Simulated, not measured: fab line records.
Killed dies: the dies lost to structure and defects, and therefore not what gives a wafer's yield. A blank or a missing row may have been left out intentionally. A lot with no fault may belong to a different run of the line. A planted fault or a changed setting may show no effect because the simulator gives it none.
Shared-tool check ; flow sky130 ; 11 lots and 33 wafers in the sample

== WHAT PROMPTED THE OPENING ==
SKY_NWELL_TW_MEAS_15, reading NWELL_TW: flagged on 2 of 11 lots. Wafers without a fault read 1817, standard deviation 10.
Rule: a lot is flagged when every wafer of it that has a number lies more than 4 standard deviations from that mean, or none has a number. All remaining lots are regarded as sound.

lot;measured;on;NWELL_TW, wafer by wafer;flag
L784;day 4 13:16;filmMetro-02;1830 1824 1816;
L789;day 5 17:41;filmMetro-04;1837 1834 1829;
L790;day 5 22:52;filmMetro-04;1831 1827 1826;
L791;day 6 06:06;filmMetro-03;1818 1793 1800;
L793;day 6 16:54;filmMetro-03;1817 1828 1816;
L794;day 7 00:00;filmMetro-03;1808 1806 1808;
L795;day 7 05:30;filmMetro-03;1811 1821 1811;
L796;day 7 09:43;filmMetro-04;1820 1818 1819;
L797;day 7 16:51;filmMetro-03;1809 1808 1812;
L803;day 9 05:28;filmMetro-02;3384 3372 3377;FLAGGED
L805;day 9 14:42;filmMetro-02;3358 3379 3393;FLAGGED
Flagged lots average 3377: +1560 relative to the usual, that is +99 or more standard deviations.

== WHICH TOOL RAN EACH LOT ==
The record holds 2 process steps before the reading, out of a route of 708 steps. Cell contents, in order: the tool; ch with the chambers the sampled wafers went through; the start.
lot;flag;SKY_NWELL_IMPLANT_11;SKY_NWELL_STRIP_14
L784;;implanter-03 ch 0, day 4 12:44;plasmaAsher-01 ch 0,1, day 4 13:10
L789;;implanter-02 ch 0, day 5 17:08;plasmaAsher-04 ch 0,1, day 5 17:34
L790;;implanter-03 ch 0, day 5 22:21;plasmaAsher-03 ch 0,1, day 5 22:47
L791;;implanter-02 ch 0, day 6 05:33;plasmaAsher-04 ch 0,1, day 6 06:00
L793;;implanter-03 ch 0, day 6 16:21;plasmaAsher-03 ch 0,1, day 6 16:48
L794;;implanter-02 ch 0, day 6 23:27;plasmaAsher-04 ch 0,1, day 6 23:54
L795;;implanter-03 ch 0, day 7 04:57;plasmaAsher-04 ch 0,1, day 7 05:24
L796;;implanter-03 ch 0, day 7 09:10;plasmaAsher-04 ch 1, day 7 09:37
L797;;implanter-01 ch 0, day 7 16:18;plasmaAsher-01 ch 0,1, day 7 16:45
L803;FLAGGED;implanter-02 ch 0, day 9 04:55;plasmaAsher-04 ch 0,1, day 9 05:22
L805;FLAGGED;implanter-02 ch 0, day 9 14:11;plasmaAsher-03 ch 0,1, day 9 14:36
What these steps do:
- SKY_NWELL_IMPLANT_11
- SKY_NWELL_STRIP_14: strips in O2/N2.
- SKY_NWELL_TW_MEAS_15

== FLAGGED OVER TOTAL, TOOL BY TOOL (the gauges that took the reading come last) ==
step;tool;lots run;flagged;share of the flagged lots;sound lots run after its first flagged lot
SKY_NWELL_IMPLANT_11;implanter-01;1;0;none;-
SKY_NWELL_IMPLANT_11;implanter-02;5;2;all;0
SKY_NWELL_IMPLANT_11;implanter-03;5;0;none;-
SKY_NWELL_STRIP_14;plasmaAsher-01;2;0;none;-
SKY_NWELL_STRIP_14;plasmaAsher-03;3;1;some;0
SKY_NWELL_STRIP_14;plasmaAsher-04;6;1;some;0
SKY_NWELL_TW_MEAS_15;filmMetro-02;3;2;all;0
SKY_NWELL_TW_MEAS_15;filmMetro-03;5;0;none;-
SKY_NWELL_TW_MEAS_15;filmMetro-04;3;0;none;-

== WHAT THE TABLE PERMITS ==
Rows of the table that ran all the flagged lots, 2 in number: implanter-02 at SKY_NWELL_IMPLANT_11; filmMetro-02 at SKY_NWELL_TW_MEAS_15.
- implanter-02 at SKY_NWELL_IMPLANT_11 ran 5 lots, 2 of them flagged. A fault beginning between L794 (day 6 23:27), its last sound lot, and L803 (day 9 04:55), its first flagged one, fits the data. Its own readings (beamOnS, doseIonsCm2, faradayCurrentUA) fall more than 4 standard deviations out on all wafers of the flagged lots.
- filmMetro-02 at SKY_NWELL_TW_MEAS_15 ran 3 lots, 2 of them flagged. A fault beginning between L784 (day 4 13:16), its last sound lot, and L803 (day 9 05:28), its first flagged one, fits the data.
Because each of these 2 tools fits a fault that began at some hour, counting lots does not separate them. More lots, or a look at what each step does to the wafer, might.

== WHAT THE SIMULATOR HAD PUT IN ==
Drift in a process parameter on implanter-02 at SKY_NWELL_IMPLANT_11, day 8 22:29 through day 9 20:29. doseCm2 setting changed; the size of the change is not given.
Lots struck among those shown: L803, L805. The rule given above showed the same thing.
